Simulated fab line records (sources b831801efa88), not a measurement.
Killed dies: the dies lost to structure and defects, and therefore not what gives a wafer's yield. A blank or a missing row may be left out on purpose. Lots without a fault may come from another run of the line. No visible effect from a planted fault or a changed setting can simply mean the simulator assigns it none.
Matching of chambers + flow sky130 + cmp-02 running SKY_CONTACT_CMP_04: 4 sister chambers
The step polishes SiO2. 4 wafers are shown with their chamber, then 8 later ones without.

## WAFERS, EACH WITH ITS CHAMBER
| wafer  | chamber | motor current A (A) |
|--------|---------|---------------------|
| L399.1 | 3       | 11.5                |
| L405.1 | 0       | 11.8                |
| L405.5 | 1       | 9.0                 |
| L407.1 | 2       | 12.3                |

## WAFERS WITH NO CHAMBER GIVEN
| wafer  | motor current A (A) |
|--------|---------------------|
| L407.3 | 11.2                |
| L407.5 | 11.3                |
| L406.1 | 12.4                |
| L406.2 | 11.4                |
| L406.6 | 11.8                |
| L408.1 | 11.7                |
| L408.2 | 11.3                |
| L408.6 | 9.3                 |

## WHICH CHAMBER EACH ONE RAN IN
| wafer  | from the rows above     | in truth |
|--------|-------------------------|----------|
| L407.3 | can't be placed: 3 or 0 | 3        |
| L407.5 | can't be placed: 3 or 0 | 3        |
| L406.1 | 2                       | 2        |
| L406.2 | can't be placed: 3 or 0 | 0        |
| L406.6 | can't be placed: 0 or 3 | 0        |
| L408.1 | can't be placed: 0 or 3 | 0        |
| L408.2 | can't be placed: 3 or 0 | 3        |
| L408.6 | 1                       | 1        |
Placed correctly: 2 of 8. From these rows, 6 cannot be placed; in 6 the true chamber is one of the candidates. 0 placed wrongly.
How it was worked out, from the rows above alone: a wafer's distance from a chamber is the root of the sum, over the readings, of the square of ((its reading less the chamber's mean) divided by the reading's scatter). If the next closest chamber is less than 2 further off than the closest, the wafer can't be placed; otherwise it belongs to the closest. Each chamber's mean is taken over the wafers shown for it. The scatter (one wafer shown for each chamber): square how far every hidden wafer sits from the nearest shown wafer, average those squares and take the square root.
